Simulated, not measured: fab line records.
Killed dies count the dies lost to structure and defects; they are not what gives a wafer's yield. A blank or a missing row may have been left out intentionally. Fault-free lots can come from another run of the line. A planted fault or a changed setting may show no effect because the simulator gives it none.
Matching of chambers :: flow sky130 :: 3 sister chambers for SKY_VIA1_CMP_02 on cmp-01
The step polishes SiO2. 3 wafers are shown with their chamber, then 6 later ones without.

WAFERS WITH THEIR CHAMBER
wafer: L420.6
chamber: 0
motor current A (A): 10.0

wafer: L419.3
chamber: 2
motor current A (A): 13.9

wafer: L419.5
chamber: 1
motor current A (A): 11.1

WAFERS WITH NO CHAMBER GIVEN
wafer: L419.6
motor current A (A): 9.9

wafer: L422.1
motor current A (A): 14.3

wafer: L422.5
motor current A (A): 11.4

wafer: L422.6
motor current A (A): 12.8

wafer: L424.1
motor current A (A): 11.2

wafer: L424.4
motor current A (A): 9.9

WHICH CHAMBER EACH ONE RAN IN
wafer: L419.6
from the rows above: 0
in truth: 0

wafer: L422.1
from the rows above: 2
in truth: 2

wafer: L422.5
from the rows above: 1
in truth: 1

wafer: L422.6
from the rows above: can't be placed: 2 or 1
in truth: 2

wafer: L424.1
from the rows above: 1
in truth: 1

wafer: L424.4
from the rows above: 0
in truth: 0
5 of 6 placed correctly. Unplaceable from these rows: 1, with the true chamber sitting among the candidates in 1. Number placed wrongly: 0.
How it was worked out, from the rows above alone: a wafer's distance from a chamber is the root of the sum, over the readings, of the square of ((its reading less the chamber's mean) divided by the reading's scatter). The wafer belongs to the nearest chamber; if the next one is less than 2 further off, it can't be placed. Each chamber's mean is taken over the wafers shown for it. The scatter: root of mean squared gap, hidden wafer to nearest shown wafer, with one shown wafer a chamber.
